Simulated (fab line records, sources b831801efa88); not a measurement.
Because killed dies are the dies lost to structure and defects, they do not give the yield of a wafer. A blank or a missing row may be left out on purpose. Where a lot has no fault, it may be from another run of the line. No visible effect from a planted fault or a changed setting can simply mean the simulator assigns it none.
Chamber matching || flow gf180mcu || GF_POLY_GATE_ETCH_12 on rie diel-01: 3 sister chambers
The step etches BARC in N2/H2. 3 wafers are shown with their chamber, then 7 later ones without.

== WAFERS, EACH WITH ITS CHAMBER ==
{"wafer": "L386.1", "chamber": 2, "drypump motor current A (A)": 5.8}
{"wafer": "L386.4", "chamber": 1, "drypump motor current A (A)": 5.5}
{"wafer": "L391.4", "chamber": 0, "drypump motor current A (A)": 6.3}

== WAFERS WITH NO CHAMBER GIVEN ==
{"wafer": "L391.5", "drypump motor current A (A)": 5.8}
{"wafer": "L402.3", "drypump motor current A (A)": 5.8}
{"wafer": "L402.4", "drypump motor current A (A)": 5.4}
{"wafer": "L402.6", "drypump motor current A (A)": 5.5}
{"wafer": "L403.3", "drypump motor current A (A)": 6.3}
{"wafer": "L403.4", "drypump motor current A (A)": 6.3}
{"wafer": "L403.5", "drypump motor current A (A)": 5.5}

== CHAMBER TAKEN BY EACH ==
{"wafer": "L391.5", "from the rows above": 2, "in truth": 2}
{"wafer": "L402.3", "from the rows above": 2, "in truth": 2}
{"wafer": "L402.4", "from the rows above": 1, "in truth": 1}
{"wafer": "L402.6", "from the rows above": 1, "in truth": 1}
{"wafer": "L403.3", "from the rows above": 0, "in truth": 0}
{"wafer": "L403.4", "from the rows above": 0, "in truth": 0}
{"wafer": "L403.5", "from the rows above": 1, "in truth": 1}
Correct placement for 7 of the 7. Can't be placed from these rows: 0. 0 placed wrongly.
How it was worked out, from the rows above alone: a wafer's distance from a chamber is the root of the sum, over the readings, of the square of ((its reading less the chamber's mean) divided by the reading's scatter). The wafer belongs to the nearest chamber; if the next one is less than 2 further off, it can't be placed. For every chamber, the mean is computed from those of its wafers that are shown. The scatter (one wafer shown for each chamber): square how far every hidden wafer sits from the nearest shown wafer, average those squares and take the square root.
